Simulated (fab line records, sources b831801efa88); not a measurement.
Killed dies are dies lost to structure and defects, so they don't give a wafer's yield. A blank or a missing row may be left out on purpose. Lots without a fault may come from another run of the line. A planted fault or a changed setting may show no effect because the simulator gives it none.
fab line records | flow sky130
record lots=6 wafers=18 last_day=50
route steps=708 shown GATE_OXIDE@201 POLY_GATE@204 RES_PROTECT@206 PAD_OPEN@708
lots that met no fault: from a run of the same line without faults
start_h: hours from the record's first day to the start of the lot's first wafer shown | wait_h: hours since the lot's step before | " the same as in the row above | L1.1+2: a row that stands for several wafers | - no value, or no start given | * or withheld: withheld | < > ~ a bound
route shown NAME@n: a module of which the file shows steps, and the number in the route of the first | usual: mean/standard deviation of fault-free wafers | same: alike in all rows | chamber/n: place in a boat | sites: the reading at each site | _std_site: their standard deviation | _edge_site: outer sites' mean less inner sites' | radius_mm: how far each site lies from the wafer's centre | mask NAME#n: copy n | behind: the tool/chamber that last shaped the wafer | hold: why the lot was held/for how many hours/how that ended | device: the transistor (n, p or np) that didn't switch | end of line: the same wafers' tests at the end of the route | a step without rows: its recipe alone | killed: dies lost to structure and defects at the first sort, not the wafer's yield | map: a wafer's dies, x killed, . not, _ none there
set.NAME: the setting as run; set.NAME@STEP: as run at that earlier step | model.NAME: the simulator's own value behind a step, which no gauge read
lots at some steps of the route; a table a step, a row a wafer
services: from which hour (start_h, from the record's first day; less than 0 if before it) a tool's chamber was out of use, for how many hours, and why
## steps
# step SKY_GATE_OXIDE_TW_MEAS_14
# usual GATE_OXIDE_TW=222.3/1.3
# columns lot.wafer tool chamber start_h wait_h GATE_OXIDE_TW
L357.1 film_metro-04 - 368.40 0.1 222.7
L357.2 " - " " 222.4
L357.5 " - " " 223.3
L359.1 film_metro-02 - 389.05 0.1 218.9
L359.2 " - " " 219.4
L359.3 " - " " 220.3
L360.1 film_metro-02 - 402.55 0.1 220.7
L360.2 " - " " 219.4
L360.3 " - " " 220.6
L362.1 film_metro-01 - 410.47 0.1 220.6
L362.2 " - " " 221.2
L362.6 " - " " 220.5
L366.2 film_metro-02 - 440.50 0.1 222.2
L366.3 " - " " 221.4
L366.6 " - " " 221.8
L372.3 film_metro-04 - 494.11 0.1 222.3
L372.4 " - " " 222.7
L372.6 " - " " 222.6
# step SKY_GATE_OXIDE_CLEAN_15
# recipe chemistry=SC1/SC2 mix=1:4:20 temp_c=70 time_s=150 dry=n2_spin
# step SKY_GATE_OXIDE_OXIDATION_16
# recipe temp_c=800 ambient=O2 idle_temp_c=700 ramp_up_c_per_min=10 ramp_down_c_per_min=3 stabilise_s=600 purge_s=300 target_thk_a=35.7 ox_time_s=1915
# step SKY_POLY_GATE_CVD_00
# recipe material=poly-Si target_thk_nm=180 temp_c=620 time_s=720 pressure_mtorr=200
# step SKY_POLY_GATE_THK_MEAS_01
# recipe reads=poly-Si_of_POLY_GATE_CVD_00
# usual POLY_GATE_CVD_00_THK=180.4/1.4
# columns lot.wafer tool chamber start_h wait_h POLY_GATE_CVD_00_THK[nm]
L357.1 film_metro-03 - 375.50 0.0 180.9
L357.2 " - " " 182.0
L357.5 " - " " 180.3
L359.1 film_metro-03 - 391.89 0.0 179.8
L359.2 " - " " 179.3
L359.3 " - " " 180.4
L360.1 film_metro-01 - 406.46 0.0 178.7
L360.2 " - " " 179.9
L360.3 " - " " 182.3
L362.1 film_metro-04 - 415.11 0.0 178.0
L362.2 " - " " 178.4
L362.6 " - " " 178.5
L366.2 film_metro-03 - 443.68 0.0 178.9
L366.3 " - " " 179.5
L366.6 " - " " 179.7
L372.3 film_metro-03 - 497.62 0.0 180.1
L372.4 " - " " 179.5
L372.6 " - " " 179.6
# step SKY_RES_PROTECT_DEHYDRATE_00
# recipe temp_c=200 time_s=60
# step SKY_RES_PROTECT_HMDS_01
# recipe prime_time_s=60 prime_temp_c=120
# step SKY_RES_PROTECT_COAT_02
# recipe resist=NOVOLAK spin_rpm=3000 resist_thk_nm=1140
# step SKY_RES_PROTECT_SOFTBAKE_03
# recipe temp_c=90 time_s=62.21 resist=NOVOLAK
# usual plate_sensor_t_centre_C=90.757/0.0098 plate_sensor_t_edge_C=90.829/0.0092
# columns lot.wafer tool chamber start_h wait_h plate_sensor_t_centre_C plate_sensor_t_edge_C
L357.1 litho_track-01 0 388.97 0.1 90.774 90.826
L357.2 " 0 " " 90.762 90.829
L357.5 " 0 " " 90.763 90.833
L359.1 litho_track-02 0 406.08 0.1 90.770 90.822
L359.2 " 0 " " 90.749 90.833
L359.3 " 0 " " 90.760 90.824
L360.1 litho_track-02 0 420.58 0.1 90.767 90.836
L360.2 " 0 " " 90.763 90.829
L360.3 " 0 " " 90.754 90.838
L362.1 litho_track-01 0 431.22 0.1 90.766 90.827
L362.2 " 0 " " 90.753 90.823
L362.6 " 0 " " 90.761 90.802
L366.2 litho_track-02 0 459.80 0.1 90.735 90.830
L366.3 " 0 " " 90.753 90.828
L366.6 " 0 " " 90.765 90.820
L372.3 litho_track-02 0 513.48 0.1 90.758 90.827
L372.4 " 0 " " 90.757 90.815
L372.6 " 0 " " 90.762 90.827
# step SKY_RES_PROTECT_EXPOSE_04
# recipe mask_id=RPM na=0.6 source_shape=conventional sigma_outer=0.6 polarization=unpolarized target_cd_nm=1270 dose_mj=131
# step SKY_RES_PROTECT_PEB_05
# recipe temp_c=withheld time_s=* resist=NOVOLAK
# step SKY_RES_PROTECT_DEVELOP_06
# recipe resist=NOVOLAK developer=TMAH develop_time_s=60 dev_temp_c=23
# step SKY_POLY_GATE_IMPLANT_02
# recipe species=P energy_kev=30 dose_cm2=7.7e+15 tilt_deg=0
# usual beam_on_s=34.4/1.8 dose_ions_cm2=7.699e+15/8e+12 end_station_pressure_torr=1.11e-05/7.3e-07 faraday_current_uA=12370/630
# columns lot.wafer tool chamber start_h wait_h beam_on_s dose_ions_cm2 end_station_pressure_torr faraday_current_uA
L357.1 implanter-04 0 403.51 0.1 33.5 7.704e+15 1.15e-05 12660
L357.2 " 0 " " 31.4 7.699e+15 1.21e-05 13430
L357.5 " 0 " " 31.5 7.711e+15 1.05e-05 13389
L359.1 implanter-04 0 420.13 0.1 32.5 7.687e+15 1.14e-05 12993
L359.2 " 0 " " 33.0 7.704e+15 1.24e-05 12882
L359.3 " 0 " " 32.2 7.691e+15 1.18e-05 13155
L360.1 implanter-04 0 435.51 0.1 14.5 3.382e+15 1.51e-05 12701
L360.2 " 0 " " 14.3 3.377e+15 1.51e-05 12940
L360.3 " 0 " " 14.2 3.372e+15 1.49e-05 13056
L362.1 implanter-04 0 445.91 0.1 13.9 3.397e+15 1.43e-05 13314
L362.2 " 0 " " 14.3 3.392e+15 1.49e-05 12905
L362.6 " 0 " " 14.5 3.394e+15 1.47e-05 12788
L366.2 implanter-02 0 473.53 0.1 34.8 7.708e+15 1.19e-05 12139
L366.3 " 0 " " 36.9 7.708e+15 1e-05 11500
L366.6 " 0 " " 36.8 7.705e+15 1.02e-05 11517
L372.3 implanter-01 0 527.07 0.2 35.6 7.713e+15 1.2e-05 11914
L372.4 " 0 " " 34.5 7.701e+15 1.16e-05 12307
L372.6 " 0 " " 34.6 7.69e+15 1.09e-05 12306
# step SKY_RES_PROTECT_STRIP_07
# recipe chemistry=O2/N2 power_w=1400 pressure_mtorr=1500 platen_temp_c=withheld o2_flow_sccm=3000 n2_flow_sccm=300 overash_fraction=0.5
# usual chamber_pressure_mTorr=1500.1/1.3 drypump_motor_current_A=5.9/0.4 oes_product_au=0.518/0.0048 strip_time_to_endpoint_s=23.29/0.041
# columns lot.wafer tool chamber start_h wait_h chamber_pressure_mTorr drypump_motor_current_A oes_product_au rf_hours_counter_h strip_time_to_endpoint_s
L357.1 plasma_asher-01 0 403.66 0.1 1501.9 6.0 0.524 59 23.24
L357.2 " 1 " " 1499.6 5.5 0.518 59 23.30
L357.5 " 0 " " 1498.9 6.0 0.516 - 23.25
L359.1 plasma_asher-03 0 420.28 0.1 1498.5 5.8 0.517 72 23.27
L359.2 " 1 " " 1499.9 6.5 0.517 72 23.30
L359.3 " 0 " " 1500.1 5.8 0.523 - 23.30
L360.1 plasma_asher-03 0 435.66 0.1 1501.3 5.8 0.558 75 19.99
L360.2 " 1 " " 1498.8 6.5 0.560 75 20.03
L360.3 " 1 " " 1498.0 6.5 0.566 - 19.96
L362.1 plasma_asher-03 0 446.06 0.1 1498.4 5.8 0.554 77 19.94
L362.2 " 1 " " 1499.9 6.5 0.561 77 20.03
L362.6 " 1 " " 1501.9 6.5 0.560 - 20.04
L366.2 plasma_asher-03 1 473.66 0.1 1501.1 6.5 0.525 79 23.29
L366.3 " 0 " " 1500.9 5.8 0.517 - 23.25
L366.6 " 0 " " 1498.9 5.8 0.521 - 23.28
L372.3 plasma_asher-03 1 527.30 0.2 1501.2 6.5 0.508 - 23.33
L372.4 " 0 " " 1498.1 5.8 0.527 - 23.33
L372.6 " 0 " " 1499.9 5.8 0.515 - 23.27
# step SKY_RES_PROTECT_TW_MEAS_08
# usual POLY_GATE_TW=4019/38
# columns lot.wafer tool chamber start_h wait_h POLY_GATE_TW
L357.1 film_metro-01 - 403.76 0.1 3980
L357.2 " - " " 3981
L357.5 " - " " 3991
L359.1 film_metro-02 - 420.38 0.1 3964
L359.2 " - " " 3991
L359.3 " - " " 4004
L360.1 film_metro-03 - 435.76 0.1 3795
L360.2 " - " " 3810
L360.3 " - " " 3803
L362.1 film_metro-03 - 446.16 0.1 3771
L362.2 " - " " 3788
L362.6 " - " " 3786
L366.2 film_metro-01 - 473.77 0.1 3961
L366.3 " - " " 3955
L366.6 " - " " 3961
L372.3 film_metro-03 - 527.39 0.1 4051
L372.4 " - " " 4060
L372.6 " - " " 4049
# step SKY_RES_PROTECT_CLEAN_09
# recipe chemistry=SC1/SC2 mix=1:4:20 temp_c=70 time_s=150 dry=n2_spin
# step SKY_PAD_OPEN_PROBE_99
# usual defect_limited_yield=82.8/1.9 killed_at_M0_to_M3=43/7.5 killed_at_M4_up=2.8/1.8 killed_at_contacts=24/5.3 killed_at_front_end=14/4.2 killed_at_other=0.3/0.54 killed_dies=84/9.4 killed_open=46/7.1 killed_short=38/6.6 sort_bin_3_pad_short=0.8/0.42 sort_bin_5_function=10.1/1.4 sort_bin_6_memory=6.2/1.1 sort_n_pass=408/9.4 sort_yield_pct=82.8/1.9
# same gross_dies=492 killed_at_back_side=0 sort_bin_4_leakage[%]=0 sort_bin_8_speed[%]=0
# columns lot.wafer tool chamber start_h wait_h defect_limited_yield[%] killed_at_M0_to_M3 killed_at_M4_up killed_at_contacts killed_at_front_end killed_at_other killed_dies killed_open killed_short sort_bin_3_pad_short[%] sort_bin_5_function[%] sort_bin_6_memory[%] sort_n_pass sort_yield_pct[%]
L357.1 prober-01 - 1121.96 0.1 82.9 40 2 27 15 0 84 44 40 1.4 10.4 5.3 408 82.9
L357.2 prober-01 - 1122.01 0.1 86.0 33 2 29 5 0 69 40 29 0.4 8.9 4.7 423 86.0
L357.5 prober-01 - 1122.16 0.2 80.5 43 4 27 20 2 96 40 56 1.4 12.0 6.1 396 80.5
L366.2 prober-01 - 1166.08 0.1 84.6 50 2 17 7 0 76 44 31 0.6 7.5 7.3 416 84.6
L366.3 prober-01 - 1166.13 0.2 81.9 45 2 25 17 0 89 38 51 0.8 12.0 5.3 403 81.9
L366.6 prober-01 - 1166.28 0.2 85.0 43 1 23 6 1 74 41 32 1.2 8.1 5.7 418 85.0
L372.3 prober-01 - 1192.41 0.2 85.4 33 1 24 14 0 72 41 31 0.2 10.2 4.3 420 85.4
L372.4 prober-01 - 1192.46 0.2 78.9 58 1 31 14 0 104 63 41 1.4 11.4 8.3 388 78.9
L372.6 prober-01 - 1192.56 0.2 84.3 32 3 34 8 0 77 40 37 0.8 8.5 6.3 415 84.3
# killed by level:class
L357.1 CONTACT:geometric_particle:open=16 VIA1:geometric_particle:open=8 METAL1:geometric_particle:short=7 POLY_GATE:geometric_particle:short=5 METAL2:geometric_particle:short=5 VIA3:geometric_particle:open=5 METAL3:geometric_particle:short=4 VIA3:geometric_particle:short=4
L357.2 CONTACT:geometric_particle:open=12 VIA3:geometric_particle:open=10 LI_CONTACT:geometric_particle:open=6 CONTACT:geometric_particle:short=6 METAL1:geometric_particle:short=6 METAL2:geometric_particle:short=5 VIA1:geometric_particle:open=4 VIA2:geometric_particle:open=4
L357.5 VIA1:geometric_particle:open=11 METAL1:geometric_particle:short=8 CONTACT:geometric_particle:short=6 LI_CONTACT:geometric_particle:open=6 CONTACT:geometric_particle:open=6 FIELD_ISO:geometric_particle:open=5 LOCAL_INTERCONNECT:geometric_particle:short=5 METAL3:geometric_particle:short=5
L366.2 VIA1:geometric_particle:open=16 VIA2:geometric_particle:open=8 LOCAL_INTERCONNECT:geometric_particle:short=6 METAL1:geometric_particle:short=6 VIA3:geometric_particle:open=6 CONTACT:geometric_particle:open=4 VIA1:geometric_particle:short=4 LI_CONTACT:geometric_particle:open=3
L366.3 VIA1:geometric_particle:open=10 CONTACT:geometric_particle:open=7 VIA1:geometric_particle:short=7 FIELD_ISO:geometric_particle:short=6 METAL1:geometric_particle:short=6 CONTACT:geometric_particle:short=6 LI_CONTACT:geometric_particle:open=5 METAL2:geometric_particle:short=5
L366.6 CONTACT:geometric_particle:open=13 VIA1:geometric_particle:open=8 VIA3:geometric_particle:open=7 VIA1:geometric_particle:short=6 VIA2:geometric_particle:open=6 METAL1:geometric_particle:short=5 LI_CONTACT:geometric_particle:open=5 CONTACT:geometric_particle:short=4
L372.3 VIA1:geometric_particle:open=16 LI_CONTACT:geometric_particle:open=6 CONTACT:geometric_particle:open=5 LOCAL_INTERCONNECT:geometric_particle:short=5 VIA2:geometric_particle:open=5 POLY_GATE:geometric_particle:short=4 LI_CONTACT:geometric_particle:short=4 FIELD_ISO:geometric_particle:short=3
L372.4 VIA1:geometric_particle:open=23 CONTACT:geometric_particle:open=16 METAL1:geometric_particle:short=8 FIELD_ISO:geometric_particle:short=6 VIA1:geometric_particle:short=6 METAL2:geometric_particle:short=6 LI_CONTACT:geometric_particle:open=5 VIA3:geometric_particle:open=5
L372.6 LOCAL_INTERCONNECT:geometric_particle:short=11 LI_CONTACT:geometric_particle:open=10 METAL1:geometric_particle:short=8 CONTACT:geometric_particle:open=8 VIA1:geometric_particle:open=7 VIA2:geometric_particle:open=5 VIA3:geometric_particle:open=3 CONTACT:geometric_particle:short=3
## services
# columns tool chamber start_h hours kind
implanter-02 - 374.20 1.3 repair
implanter-02 - 417.73 8.0 repair
implanter-02 - 419.14 1.4 repair
implanter-02 - 428.05 3.1 repair
plasma_asher-01 - 430.03 14.6 pm
implanter-04 - 431.12 4.2 pm
implanter-01 - 432.37 6.2 repair
plasma_asher-03 - 447.73 7.3 repair
implanter-02 - 476.90 1.1 repair
implanter-02 - 506.71 2.6 pm
implanter-04 - 518.85 3.8 pm
## key
first_sign step=SKY_POLY_GATE_IMPLANT_02 reading=dose_ions_cm2 direction=down sigmas=99+ usual=* struck=*
effect step=SKY_POLY_GATE_IMPLANT_02 reading=beam_on_s direction=down sigmas=11 usual=34.4 struck=14.3
effect step=SKY_RES_PROTECT_STRIP_07 reading=strip_time_to_endpoint_s direction=down sigmas=80 usual=* struck=*
effect step=SKY_RES_PROTECT_TW_MEAS_08 reading=POLY_GATE_TW direction=down sigmas=6 usual=4019 struck=3792
met_at SKY_POLY_GATE_IMPLANT_02
struck_wafers L360.1,L360.2,L360.3,L362.1,L362.2,L362.6
rows_end L360.1,L360.2,L360.3,L362.1,L362.2,L362.6
onset_between 420.13 435.51
fault kind=process_parameter_drift tool=implanter-04 chamber=- onset_h=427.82 steps=SKY_POLY_GATE_IMPLANT_02 channel=dose_cm2 offset=* shape=step end_h=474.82 acts_in=* stated=*
# rows_end: these wafers met a further fault down the route, and their rows from its step on are left out
